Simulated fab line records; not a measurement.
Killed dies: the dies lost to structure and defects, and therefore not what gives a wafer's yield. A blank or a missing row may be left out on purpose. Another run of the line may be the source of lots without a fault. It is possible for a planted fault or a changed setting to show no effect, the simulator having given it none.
fab line records | flow sky130
record lots=6 | wafers=18 | lastDay=51
route steps=708 shown RES_PROTECT@212 POLY_GATE@213
lots with no fault: from the same line, run without faults
startH: the number of hours between the record's first day and the start of the first shown wafer of the lot | waitH: hours since the lot's step before | " repeats the value in the row above | L1.1+2: a single row standing in for several wafers | - no value present, or no start provided | * or withheld: withheld | < > ~ a bound
route shown NAME@n: NAME is a module with steps in the file, n the number in the route of the first one | usual: average and standard deviation across the fault-free wafers | same: alike in all rows | chamber/n: place in a boat | sites: per-site readings | _std_site: the standard deviation of these | _edge_site: mean of outer sites minus mean of inner sites | radiusMm: how far each site lies from the wafer's centre | mask NAME#n: copy n | behind: the most recent tool/chamber to have shaped the wafer | hold: cause of the lot's hold/its duration in hours/its outcome | device: whichever transistor did not switch (one of n, p or np) | end of line: the same wafers' tests at the end of the route | step lacking rows: just its recipe | killed: dies lost to structure and defects at the first sort, not the wafer's yield | map: a wafer's dies, marking killed ones x, the rest . and places with no die _
set.NAME: the setting that was run; set.NAME@STEP: the one run at that earlier step | model.NAME: the simulator's own value behind a step, which no gauge read
lots at selected steps of the route; one table per step, one row per wafer
services: the hour from which a tool's chamber was out of use, counted from the record's first day as startH (under 0 if before that day), plus the number of hours and why
## steps
# step SKY_RES_PROTECT_DEVELOP_06
# recipe resist=NOVOLAK | developer=TMAH | developTimeS=60 | devTempC=23
# step SKY_POLY_GATE_IMPLANT_02
# recipe species=P | energyKev=30 | doseCm2=7.7e+15 | tiltDeg=0
# step SKY_RES_PROTECT_STRIP_07
# recipe chemistry=O2/N2 | powerW=1400 | pressureMtorr=1500 | platenTempC=withheld | o2FlowSccm=3000 | n2FlowSccm=300 | overashFraction=0.5
# usual drypumpMotorCurrentA=6.0/0.41 | oesProductAu=0.517/0.0048 | stripTimeToEndpointS=23.28/0.05
lot.wafer | tool           | chamber | startH | waitH | drypumpMotorCurrentA | oesProductAu | rfHoursCounterH | stripTimeToEndpointS
L536.4    | plasmaAsher-04 | 0       | 336.09 | 0.1   | 6.5                  | 0.508        | -               | 23.22
L536.5    | "              | 1       | "      | "     | 6.0                  | 0.523        | -               | 23.29
L536.6    | "              | 0       | "      | "     | 6.5                  | 0.519        | -               | 23.27
L544.1    | plasmaAsher-04 | 1       | 412.01 | 0.1   | 6.0                  | 0.522        | 69              | 23.36
L544.3    | "              | 0       | "      | "     | 6.5                  | 0.519        | -               | 23.30
L544.6    | "              | 1       | "      | "     | 6.0                  | 0.517        | -               | 23.30
L549.1    | plasmaAsher-04 | 0       | 451.21 | 0.1   | 6.5                  | 0.518        | 2               | 23.25
L549.2    | "              | 1       | "      | "     | 6.0                  | 0.515        | 2               | 23.25
L549.5    | "              | 1       | "      | "     | 5.9                  | 0.516        | -               | 23.23
L557.2    | plasmaAsher-01 | 0       | 544.42 | 0.1   | 5.5                  | 0.513        | 84              | 23.36
L557.4    | "              | 1       | "      | "     | 6.0                  | 0.515        | -               | 23.32
L557.5    | "              | 0       | "      | "     | 5.5                  | 0.518        | -               | 23.34
L559.3    | plasmaAsher-01 | 0       | 561.74 | 0.1   | 5.5                  | 0.520        | -               | 23.22
L559.5    | "              | 0       | "      | "     | 5.5                  | 0.522        | -               | 23.19
L559.6    | "              | 1       | "      | "     | 5.9                  | 0.510        | -               | 23.20
L558.2    | plasmaAsher-01 | 1       | 564.35 | 0.1   | 5.9                  | 0.510        | 86              | 23.34
L558.5    | "              | 0       | "      | "     | 5.5                  | 0.523        | -               | 23.29
L558.6    | "              | 1       | "      | "     | 5.9                  | 0.516        | -               | 23.31
# step SKY_RES_PROTECT_TW_MEAS_08
# usual POLY_GATE_TW=4051/43
lot.wafer | tool         | chamber | startH | waitH | POLY_GATE_TW
L536.4    | filmMetro-03 | -       | 336.19 | 0.1   | 4036
L536.5    | "            | -       | "      | "     | 4029
L536.6    | "            | -       | "      | "     | 4015
L544.1    | filmMetro-04 | -       | 412.11 | 0.1   | 4008
L544.3    | "            | -       | "      | "     | 4004
L544.6    | "            | -       | "      | "     | 4003
L549.1    | filmMetro-03 | -       | 451.31 | 0.1   | 4040
L549.2    | "            | -       | "      | "     | 4024
L549.5    | "            | -       | "      | "     | 4027
L557.2    | filmMetro-02 | -       | 544.53 | 0.1   | 4116
L557.4    | "            | -       | "      | "     | 4103
L557.5    | "            | -       | "      | "     | 4130
L559.3    | filmMetro-04 | -       | 561.83 | 0.1   | 4011
L559.5    | "            | -       | "      | "     | 4034
L559.6    | "            | -       | "      | "     | 4037
L558.2    | filmMetro-02 | -       | 564.46 | 0.1   | 4149
L558.5    | "            | -       | "      | "     | 4142
L558.6    | "            | -       | "      | "     | 4172
# step SKY_RES_PROTECT_CLEAN_09
# recipe chemistry=SC1/SC2 | mix=1:4:20 | tempC=70 | timeS=150 | dry=n2Spin
# step SKY_POLY_GATE_CVD_03
# recipe material=Si3N4 | precursor=DCS/NH3 | targetThkNm=75 | tempC=770 | timeS=1290 | pressureMtorr=250
# step SKY_POLY_GATE_THK_MEAS_04
# recipe reads=Si3N4_of_POLY_GATE_CVD_03
# usual POLY_GATE_CVD_03_THK=75.3/0.65
lot.wafer | tool         | chamber | startH | waitH | POLY_GATE_CVD_03_THK[nm]
L536.4    | filmMetro-04 | -       | 337.66 | 0.0   | 74.8
L536.5    | "            | -       | "      | "     | 75.1
L536.6    | "            | -       | "      | "     | 75.5
L544.1    | filmMetro-04 | -       | 413.58 | 0.0   | 75.7
L544.3    | "            | -       | "      | "     | 75.2
L544.6    | "            | -       | "      | "     | 75.5
L549.1    | filmMetro-04 | -       | 452.77 | 0.0   | 75.4
L549.2    | "            | -       | "      | "     | 75.4
L549.5    | "            | -       | "      | "     | 75.4
L557.2    | filmMetro-02 | -       | 546.00 | 0.0   | 74.6
L557.4    | "            | -       | "      | "     | 75.6
L557.5    | "            | -       | "      | "     | 75.7
L559.3    | filmMetro-02 | -       | 563.53 | 0.0   | 75.8
L559.5    | "            | -       | "      | "     | 76.3
L559.6    | "            | -       | "      | "     | 75.9
L558.2    | filmMetro-04 | -       | 567.13 | 0.0   | 75.8
L558.5    | "            | -       | "      | "     | 75.4
L558.6    | "            | -       | "      | "     | 74.8
# step SKY_POLY_GATE_DEHYDRATE_05
# recipe tempC=200 | timeS=60
# step SKY_POLY_GATE_HMDS_06
# recipe primeTimeS=60 | primeTempC=120
# step SKY_POLY_GATE_COAT_07
# recipe resist=BARC | tempC=withheld | timeS=withheld | spinRpm=3000 | resistThkNm=110
# step SKY_POLY_GATE_COAT_08
# recipe resist=KrF-thick | spinRpm=3000 | resistThkNm=450
# step SKY_POLY_GATE_SOFTBAKE_09
# recipe tempC=100 | timeS=90 | resist=KrF-thick
# step SKY_POLY_GATE_EXPOSE_10
# recipe maskId=P1M | na=0.68 | sourceShape=conventional | sigmaOuter=0.6 | targetCdNm=150 | doseMj=28
# usual exposureDoseMJCm2=28.11/0.1 | focusOffsetNm=0.0/0.51 | reticleTempC=22.98/0.11 | sigmaOuter=0.6/0 | stageVelMmS=499.96/0.25
lot.wafer | tool          | chamber | startH | waitH | mask  | exposureDoseMJCm2 | focusOffsetNm | reticleTempC | sigmaOuter | stageVelMmS
L536.4    | krfScanner-01 | 0       | 351.10 | -     | P1M#0 | 28.16             | -0.2          | 22.92        | 0.6        | 499.84
L536.5    | "             | 0       | "      | "     | P1M#0 | 28.19             | 0.3           | 23.04        | 0.6        | 500.09
L536.6    | "             | 0       | "      | "     | P1M#0 | 28.14             | -0.4          | 23.04        | 0.6        | 499.76
L544.1    | krfScanner-02 | 0       | 429.36 | -     | P1M#0 | 27.95             | 0.3           | 23.03        | 0.6        | 499.76
L544.3    | "             | 0       | "      | "     | P1M#0 | 27.97             | -0.3          | 22.98        | 0.6        | 499.80
L544.6    | "             | 0       | "      | "     | P1M#0 | 27.95             | -0.1          | 23.00        | 0.6        | 499.67
L549.1    | krfScanner-01 | 0       | 468.11 | -     | P1M#0 | 28.18             | -0.6          | 22.94        | 0.6        | 499.85
L549.2    | "             | 0       | "      | "     | P1M#0 | 28.19             | 0.6           | 22.90        | 0.6        | 500.18
L549.5    | "             | 0       | "      | "     | P1M#0 | 28.20             | -0.4          | 22.91        | 0.6        | 499.90
L557.2    | krfScanner-02 | -       | 560.70 | -     | P1M#0 | -                 | -             | -            | -          | -
L557.4    | "             | -       | "      | "     | P1M#0 | -                 | -             | -            | -          | -
L557.5    | "             | -       | "      | "     | P1M#0 | -                 | -             | -            | -          | -
L559.3    | krfScanner-02 | 0       | 578.41 | -     | P1M#0 | 27.97             | -0.2          | 23.05        | 0.6        | 499.92
L559.5    | "             | 0       | "      | "     | P1M#0 | 27.98             | 0.6           | 22.89        | 0.6        | 499.39
L559.6    | "             | 0       | "      | "     | P1M#0 | 28.01             | 0.3           | 22.88        | 0.6        | 499.40
L558.2    | krfScanner-01 | -       | 582.96 | -     | P1M#0 | -                 | -             | -            | -          | -
L558.5    | "             | -       | "      | "     | P1M#0 | -                 | -             | -            | -          | -
L558.6    | "             | -       | "      | "     | P1M#0 | -                 | -             | -            | -          | -
# step SKY_POLY_GATE_PEB_11
# recipe pebTempC=withheld | pebTimeS=withheld | resist=KrF-thick
## services
tool           | chamber | startH | hours | kind
krfScanner-01  | 0       | 323.43 | -     | calibration
krfScanner-01  | -       | 329.03 | 5.4   | repair
krfScanner-02  | -       | 359.49 | 0.8   | pm
krfScanner-02  | -       | 362.89 | 0.6   | repair
krfScanner-02  | -       | 366.21 | 1.0   | pm
krfScanner-02  | 0       | 370.14 | -     | calibration
krfScanner-02  | -       | 381.29 | 4.4   | pm
plasmaAsher-04 | -       | 405.42 | 1.8   | repair
krfScanner-01  | -       | 406.41 | 0.8   | pm
krfScanner-01  | -       | 409.22 | 1.3   | pm
krfScanner-02  | -       | 409.81 | 1.1   | repair
krfScanner-02  | -       | 419.22 | 1.3   | pm
plasmaAsher-04 | -       | 421.25 | 9.0   | pm
plasmaAsher-04 | 0       | 421.25 | 9.0   | ventCycle
plasmaAsher-04 | 1       | 421.25 | 9.0   | ventCycle
krfScanner-01  | -       | 440.06 | 1.6   | repair
plasmaAsher-01 | -       | 453.39 | 2.4   | repair
plasmaAsher-01 | -       | 470.93 | 2.8   | pm
krfScanner-02  | -       | 475.56 | 8.1   | repair
krfScanner-01  | -       | 483.68 | 1.0   | pm
krfScanner-02  | -       | 528.29 | 0.8   | pm
krfScanner-02  | -       | 535.21 | 1.0   | pm
krfScanner-02  | -       | 568.98 | 0.6   | repair
krfScanner-01  | -       | 575.23 | 0.8   | pm
## key
firstSign step=SKY_POLY_GATE_EXPOSE_10 | reading=toolRecord | direction=missing
effect none on later readings
metAt SKY_POLY_GATE_EXPOSE_10
struckWafers L557.2,L557.4,L557.5,L558.2,L558.5,L558.6
laterRowsLeftOut L557.2,L557.4,L557.5,L558.2,L558.5,L558.6
sortLeftOut L557.2,L557.4,L557.5,L558.2,L558.5,L558.6
testerLeftOut L557,L558
onsetBetween 468.11 560.70
fault kind=skippedStepWhole | tool=krfScanner-01,krfScanner-02 | chamber=- | onsetH=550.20 | steps=SKY_POLY_GATE_EXPOSE_10 | scope=struckLotsOnly
# testerLeftOut: of these lots the tester's yield and bins aren't shown, on N5 and GAA mostly nor the transistor test; their killed dies are dies lost to structure and defects alone, not to doping, threshold or leakage, so they don't give the yield
# sortLeftOut: the simulated sort isn't trusted on such a fault, so these wafers' sort isn't shown, and their yield isn't known
# laterRowsLeftOut: the simulator's readings of these wafers behind a module that went badly wrong aren't trusted and aren't shown, but for the sort
